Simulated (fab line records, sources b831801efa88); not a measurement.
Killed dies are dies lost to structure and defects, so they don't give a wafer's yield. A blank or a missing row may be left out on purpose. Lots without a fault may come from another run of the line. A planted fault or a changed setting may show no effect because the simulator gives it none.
Chamber matching | flow gf180mcu | GF_V3_CMP_04 on cmp-02: 4 sister chambers
The step polishes SiO2. 8 wafers are shown with their chamber, then 7 later ones without.

WAFERS WITH THEIR CHAMBER
wafer  | chamber | motor_current_A (A) | time_to_endpoint_s (s)
L838.4 | 1       | 12.9                | 80
L839.3 | 2       | 13.5                | 87
L839.4 | 3       | 11.9                | 76
L843.3 | 3       | 11.8                | 79
L843.5 | 0       | 12.9                | 74
L843.6 | 1       | 13.3                | 85
L844.2 | 0       | 12.1                | 70
L844.4 | 2       | 13.1                | 81

WAFERS WITHOUT THEIR CHAMBER
wafer  | motor_current_A (A) | time_to_endpoint_s (s)
L844.5 | 12.8                | 75
L848.1 | 11.9                | 76
L848.4 | 13.1                | 84
L848.5 | 12.4                | 85
L851.2 | 12.7                | 81
L851.4 | 11.6                | 90
L851.6 | 13.5                | 87

WHICH CHAMBER EACH WENT THROUGH
wafer  | from the rows above               | in truth
L844.5 | can't be placed: 0 or 1 or 3 or 2 | 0
L848.1 | can't be placed: 3 or 0           | 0
L848.4 | can't be placed: 1 or 2           | 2
L848.5 | can't be placed: 1 or 2 or 3 or 0 | 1
L851.2 | can't be placed: 1 or 2 or 3 or 0 | 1
L851.4 | can't be placed: 3 or 1 or 2      | 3
L851.6 | can't be placed: 2 or 1           | 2
Placed correctly: 0 of 7. Can't be placed from these rows: 7 (the true chamber is among the candidates in 7). Placed wrongly: 0.
How it was worked out, from the rows above alone: a wafer's distance from a chamber is the root of the sum, over the readings, of the square of ((its reading less the chamber's mean) divided by the reading's scatter). The wafer belongs to the nearest chamber; if the next one is less than 2 further off, it can't be placed. A chamber's mean is the mean of its shown wafers. The scatter: the root of (the sum of the squares of (reading less its chamber's mean) over the shown wafers, divided by (wafers less chambers)).
